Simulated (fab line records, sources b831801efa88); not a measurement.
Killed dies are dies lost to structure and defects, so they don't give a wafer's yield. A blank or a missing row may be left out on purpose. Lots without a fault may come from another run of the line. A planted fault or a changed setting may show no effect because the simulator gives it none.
Which tool did it? | flow gf180mcu | 13 lots, 39 wafers sampled, at 5 steps of a route of 602

WHAT THE GAUGES READ, wafer by wafer
GF_NSD_TW_MEAS_12.
lot  | measured     | on            | NSD_TW
L971 | day 13 15:38 | film_metro-01 | 4306 4312 4318
L973 | day 13 22:16 | film_metro-01 | 4311 4340 4321
L972 | day 14 03:07 | film_metro-03 | 4349 4357 4338
L974 | day 14 07:14 | film_metro-01 | 4314 4333 4297
L975 | day 14 19:14 | film_metro-01 | 4315 4302 4266
L979 | day 15 21:22 | film_metro-03 | 4334 4346 4340
L983 | day 17 09:50 | film_metro-03 | 4330 4314 4311
L985 | day 18 11:57 | film_metro-03 | 4358 4397 4349
L988 | day 19 06:01 | film_metro-03 | 4332 4335 4339
L990 | day 20 03:01 | film_metro-03 | 4333 4347 4326
L991 | day 20 09:49 | film_metro-03 | 4330 4299 4320
L993 | day 21 05:25 | film_metro-03 | 4385 4375 4373
L994 | day 21 08:14 | film_metro-01 | 4337 4345 4355

GF_SALICIDE_RS_MEAS_04: measures by four-point-probe.
lot  | measured     | on            | SALICIDE_TIN_RS (ohm/sq)
L971 | day 15 10:35 | film_metro-03 | 16.9 16.2 16.5
L973 | day 15 18:08 | film_metro-02 | 16.7 16.9 16.5
L972 | day 15 23:10 | film_metro-02 | 16.8 16.7 16.9
L974 | day 16 03:09 | film_metro-04 | 16.4 17.0 16.0
L975 | day 16 16:20 | film_metro-03 | 16.7 16.7 16.8
L979 | day 17 19:40 | film_metro-04 | 16.9 16.7 16.6
L983 | day 19 09:49 | film_metro-04 | 16.9 16.5 16.7
L985 | day 20 12:46 | film_metro-02 | 16.5 16.8 16.9
L988 | day 21 07:18 | film_metro-02 | 17.3 17.1 17.3
L990 | day 22 04:15 | film_metro-02 | 16.0 16.4 16.5
L991 | day 22 09:52 | film_metro-02 | 16.8 16.9 17.4
L993 | day 23 05:55 | film_metro-02 | 16.5 16.3 16.5
L994 | day 23 07:41 | film_metro-04 | 17.1 17.0 16.7

GF_CONTACT_THK_MEAS_03.
lot  | measured     | on            | CONTACT_CVD_02_THK (nm)
L971 | day 15 11:13 | film_metro-04 | 838 851 870
L973 | day 15 18:47 | film_metro-04 | 864 848 863
L972 | day 15 23:55 | film_metro-02 | 868 850 851
L974 | day 16 03:47 | film_metro-04 | 857 876 862
L975 | day 16 16:58 | film_metro-04 | 852 848 864
L979 | day 17 20:19 | film_metro-04 | 1609 1613 1632
L983 | day 19 10:28 | film_metro-02 | 1614 1604 1635
L985 | day 20 13:25 | film_metro-01 | 855 866 873
L988 | day 21 08:03 | film_metro-04 | 869 871 872
L990 | day 22 04:56 | film_metro-01 | 834 852 850
L991 | day 22 10:31 | film_metro-04 | 845 849 868
L993 | day 23 06:34 | film_metro-02 | 854 853 866
L994 | day 23 08:19 | film_metro-04 | 851 858 867

WHICH TOOL RAN EACH LOT (tool, then ch and the chambers of the sampled wafers, then the start)
lot  | GF_SALICIDE_RTA_08               | GF_CONTACT_CVD_02
L971 | rtp_anneal-02 ch 0, day 15 10:57 | pecvd-03 ch 0,1, day 15 11:08
L973 | rtp_anneal-02 ch 0, day 15 18:31 | pecvd-03 ch 0,1, day 15 18:43
L972 | rtp_anneal-02 ch 0, day 15 23:32 | pecvd-04 ch 0,1,2, day 15 23:50
L974 | rtp_anneal-01 ch 0, day 16 03:31 | pecvd-04 ch 0,1, day 16 03:43
L975 | rtp_anneal-02 ch 0, day 16 16:42 | pecvd-04 ch 0,1,2, day 16 16:53
L979 | rtp_anneal-01 ch 0, day 17 20:02 | pecvd-04 ch 0,1, day 17 20:15
L983 | rtp_anneal-01 ch 0, day 19 10:11 | pecvd-04 ch 1,2, day 19 10:23
L985 | rtp_anneal-02 ch 0, day 20 13:08 | pecvd-03 ch 1,2, day 20 13:21
L988 | rtp_anneal-02 ch 0, day 21 07:46 | pecvd-03 ch 0,1, day 21 07:59
L990 | rtp_anneal-01 ch 0, day 22 04:38 | pecvd-04 ch 0,1, day 22 04:50
L991 | rtp_anneal-01 ch 0, day 22 10:14 | pecvd-01 ch 0,2, day 22 10:26
L993 | rtp_anneal-02 ch 0, day 23 06:17 | pecvd-04 ch 0,1,2, day 23 06:30
L994 | rtp_anneal-01 ch 0, day 23 08:04 | pecvd-04 ch 0,1, day 23 08:14
- GF_SALICIDE_RTA_08: time 30 s.
- GF_CONTACT_CVD_02: deposits SiO2 from TEOS, target thk 860 nm, time 95.992 s.

WHAT THE TOOLS THEMSELVES READ (means of the sampled wafers that have a number; where no wafer has one, the mark that the record gives instead)
GF_SALICIDE_RTA_08.
lot  | tool          | lamp_power_pct (%) | wafer_temp_C_max
L971 | rtp_anneal-02 | 18.49              | 805.2
L973 | rtp_anneal-02 | 18.50              | 805.0
L972 | rtp_anneal-02 | 18.50              | 805.8
L974 | rtp_anneal-01 | 18.23              | 803.0
L975 | rtp_anneal-02 | 18.49              | 804.7
L979 | rtp_anneal-01 | 18.23              | 803.0
L983 | rtp_anneal-01 | 18.25              | 802.5
L985 | rtp_anneal-02 | 18.49              | 805.1
L988 | rtp_anneal-02 | 18.49              | 804.1
L990 | rtp_anneal-01 | 18.24              | 802.9
L991 | rtp_anneal-01 | 18.24              | 802.8
L993 | rtp_anneal-02 | 18.47              | 805.1
L994 | rtp_anneal-01 | 18.24              | 802.0

GF_CONTACT_CVD_02.
lot  | tool     | heater_power_w (W)
L971 | pecvd-03 | 584
L973 | pecvd-03 | 589
L972 | pecvd-04 | 622
L974 | pecvd-04 | 615
L975 | pecvd-04 | 623
L979 | pecvd-04 | 628
L983 | pecvd-04 | 655
L985 | pecvd-03 | 625
L988 | pecvd-03 | 593
L990 | pecvd-04 | 618
L991 | pecvd-01 | 691
L993 | pecvd-04 | 626
L994 | pecvd-04 | 607

THE ANSWER, worked out from the rows above alone
Rule: what is usual is taken from the lots themselves. Put in order of their means at a reading, lots are off if they are a third of the lots or fewer, leave a main group of 4 or more, and stand apart from it by a gap of 3 or more times the standard deviation of the main group's means; of several such gaps the widest counts. A main group whose means are all the same, to the digits that the tables above print for the reading, isn't used. A lot without any number at a reading at which 4 lots or more have one is off too. The other lots that the step has rows for count as sound. The gauges are gone through in route order, then the tools' own readings, and for those a lot's mean is taken as printed above. The first step at which some lot is off is used, and at that step the reading that is off furthest; a lot without a number counts as furthest.
Off: L979, L983, at GF_CONTACT_THK_MEAS_03 (CONTACT_CVD_02_THK). The main group: mean 858 nm, standard deviation 6.5.
A tool fits if, at a process step before that reading, it ran every lot that is off, and no sound lot after the first of them. The gauges at GF_CONTACT_THK_MEAS_03 are tried like those tools. None of those tried fits.

WHAT THE SIMULATOR HAD PUT IN
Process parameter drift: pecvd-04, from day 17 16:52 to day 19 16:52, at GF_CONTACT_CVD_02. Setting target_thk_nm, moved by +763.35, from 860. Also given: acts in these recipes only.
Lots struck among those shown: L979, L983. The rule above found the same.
